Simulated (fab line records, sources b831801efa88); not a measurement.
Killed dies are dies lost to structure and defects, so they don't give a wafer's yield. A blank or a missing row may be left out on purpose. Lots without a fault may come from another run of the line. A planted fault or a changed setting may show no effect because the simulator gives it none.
A struck lot beside a sound one | flow gf180mcu | 16 steps out of a route of 602
Sound: wafers L673.1, L673.2, L673.4. Struck: wafers L680.2, L680.3, L680.5. The cause comes at the end.
At each step with rows: each side's tool, then ch and its chambers, then its first start. Under that, the readings that differ: sound wafers | struck wafers | difference of the means | sigmas: that difference in standard deviations of wafers without a fault.
alike: readings whose means differ by less than 2 such deviations, and words and numbers that are the same on both sides. not compared: withheld readings, readings that some wafer has no value for, bounds like >300 that may hide the same value, and numbers for which the record gives no deviation and whose values overlap.
The two part at a step that has a row with sigmas, a row that says differs or no value, or rows on one side only. Numbers that don't overlap but have no deviation are shown without sigmas and don't part them. A reading that every wafer of one side lacks parts them only if that side has two wafers or more.

first, 1 step without rows for these wafers: GF_HV_LDD_IMPLANT_36.
GF_HV_LDD_STRIP_37: strips in O2/N2.
  sound on plasma_asher-02 ch 0,1, day 13 11:13; struck on plasma_asher-04 ch 0, day 16 07:58
  alike: drypump_motor_current_A, heater_power_w, o2_flow_sccm, oes_product_au, strip_time_to_endpoint_s
  not compared: rf_hours_counter_h
GF_HV_LDD_TW_MEAS_38:
  sound on film_metro-01, day 13 11:19; struck on film_metro-01, day 16 08:04
  alike: HV_LDD_3_TW
then, 7 steps without rows for these wafers: GF_HV_LDD_DEHYDRATE_39 (time 60 s); GF_HV_LDD_HMDS_40 (prime time 60 s); GF_HV_LDD_COAT_41 (resist thk 1000 nm); GF_HV_LDD_SOFTBAKE_42 (time 60 s); GF_HV_LDD_EXPOSE_43 (exposes mask Pplus HV AREA, target cd 400 nm); GF_HV_LDD_PEB_44; GF_HV_LDD_DEVELOP_45 (develop time 60 s).
GF_HV_LDD_CD_MEAS_46: target cd 400 nm.
  sound on cd_sem-02, day 14 07:39; struck on cd_sem-02, day 17 06:28
  reading    | sound             | struck            | difference | sigmas
  cd_nm (nm) | 394.6 397.5 397.0 | 402.1 400.6 402.5 | +5.4       | +3
GF_HV_LDD_OVL_MEAS_47:
  sound on overlay-01, day 14 07:46; struck on overlay-02, day 17 06:35
  alike: HV_LDD_03_OVL
GF_HV_LDD_IMPLANT_48:
  sound on implanter-02 ch 0, day 14 07:49; struck on implanter-02, day 17 06:38
  no value came back on the struck wafers for beam_energy_keV, beam_on_s (s), faraday_current_uA, tilt_deg (degrees); on the sound wafers beam_energy_keV reads 25.009 25.003 25.010
GF_HV_LDD_STRIP_49: strips in O2/N2.
  sound on plasma_asher-01 ch 0,1, day 14 07:58; struck on plasma_asher-02 ch 0,1, day 17 06:46
  alike: drypump_motor_current_A, heater_power_w, o2_flow_sccm, oes_product_au, strip_time_to_endpoint_s
  not compared: rf_hours_counter_h
GF_HV_LDD_TW_MEAS_50:
  sound on film_metro-03, day 14 08:04; struck on film_metro-03, day 17 06:52
  reading     | sound       | struck   | difference | sigmas
  HV_LDD_4_TW | 574 570 576 | 30 30 30 | -543       | -99 or more
then, 1 step without rows for these wafers: GF_HV_LDD_CLEAN_51 (cleans in SC1/SC2, time 150 s).

WHERE THEY PART
First at GF_HV_LDD_CD_MEAS_46; last, within this record, at GF_HV_LDD_TW_MEAS_50.

WHY: what the simulator had put in
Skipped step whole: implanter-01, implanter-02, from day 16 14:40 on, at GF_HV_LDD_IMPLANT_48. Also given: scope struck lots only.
